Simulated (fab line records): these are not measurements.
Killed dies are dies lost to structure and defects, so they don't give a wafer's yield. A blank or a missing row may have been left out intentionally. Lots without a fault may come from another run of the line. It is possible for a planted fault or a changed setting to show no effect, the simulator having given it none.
Which of the tools did it? | flow gf180mcu | 12 lots with 36 wafers sampled at 4 steps, on a route of 602 steps

## WHAT THE GAUGES READ, wafer by wafer
GF_MIM_THK_MEAS_06.
lot  | measured     | on            | MIM_CVD_05_THK (nm)
L075 | day 24 14:07 | film_metro-01 | 43.0 43.8 43.0
L077 | day 25 16:47 | film_metro-01 | 41.9 42.8 42.1
L080 | day 26 16:22 | film_metro-02 | 41.0 41.2 41.3
L082 | day 27 03:25 | film_metro-04 | 41.8 42.8 42.0
L083 | day 27 12:01 | film_metro-02 | 40.6 42.2 41.0
L085 | day 28 05:38 | film_metro-02 | 40.9 41.8 42.2
L087 | day 28 18:20 | film_metro-01 | 41.4 40.8 41.9
L089 | day 29 05:44 | film_metro-02 | 41.0 42.1 42.3
L091 | day 29 13:59 | film_metro-04 | 41.9 41.6 41.8
L093 | day 30 09:02 | film_metro-04 | 40.9 42.0 41.9
L095 | day 30 17:31 | film_metro-04 | 42.6 43.0 43.0
L097 | day 31 09:23 | film_metro-02 | 41.6 40.6 42.1

## EACH LOT AND THE TOOL THAT RAN IT (in order: tool; ch and the chambers of the sampled wafers; start)
lot  | GF_V2_CMP_04                  | GF_V2_SPUTTER_21             | GF_MIM_SPUTTER_00
L075 | cmp-01 ch 1,2,3, day 19 09:22 | pvd_sputter-03, day 20 10:32 | pvd_sputter-01, day 24 13:50
L077 | cmp-01 ch 1,2, day 20 15:23   | pvd_sputter-01, day 21 15:54 | pvd_sputter-01, day 25 16:32
L080 | cmp-01 ch 0,1,2, day 21 20:07 | pvd_sputter-02, day 22 20:14 | pvd_sputter-02, day 26 16:07
L082 | cmp-01 ch 2,3, day 22 09:20   | pvd_sputter-03, day 23 09:22 | pvd_sputter-01, day 27 03:08
L083 | cmp-01 ch 1,2, day 22 19:33   | pvd_sputter-02, day 23 19:14 | pvd_sputter-02, day 27 11:46
L085 | cmp-01 ch 0,3, day 23 15:16   | pvd_sputter-01, day 24 14:12 | pvd_sputter-01, day 28 05:22
L087 | cmp-01 ch 0,2,3, day 24 05:28 | pvd_sputter-03, day 25 04:47 | pvd_sputter-01, day 28 18:05
L089 | cmp-02 ch 0,1,3, day 24 18:38 | pvd_sputter-03, day 25 16:56 | pvd_sputter-01, day 29 05:28
L091 | cmp-01 ch 0,1,2, day 25 03:33 | pvd_sputter-01, day 26 01:52 | pvd_sputter-01, day 29 13:44
L093 | cmp-01 ch 0,1,2, day 25 23:52 | pvd_sputter-02, day 26 19:23 | pvd_sputter-01, day 30 08:47
L095 | cmp-01 ch 0,1,2, day 26 10:17 | pvd_sputter-02, day 27 06:26 | pvd_sputter-01, day 30 17:15
L097 | cmp-01 ch 0,1,3, day 27 01:38 | pvd_sputter-02, day 27 23:23 | pvd_sputter-01, day 31 09:08
- GF_V2_CMP_04: polishes SiO2.
- GF_V2_SPUTTER_21: material Ti, target thk 15 nm, time 80.02 s.
- GF_MIM_SPUTTER_00: material Ti, target thk 37.5 nm, time 150 s.

## THE ANSWER, worked out from the rows above alone
Rule: the usual values come from the lots themselves. Put in order of their means at a reading, lots are off if they are a third of the lots or fewer, leave a main group of 4 or more, and stand apart from it by a gap of 3 or more times the standard deviation of the main group's means; of several such gaps the widest counts. A main group whose means are all the same, to the digits that the tables above print for the reading, isn't used. A lot without any number at a reading at which 4 lots or more have one is off too. All remaining lots with rows at the step are treated as sound.
No lot is off at any reading shown: from this, nothing can be told.

## WHAT THE SIMULATOR PUT IN
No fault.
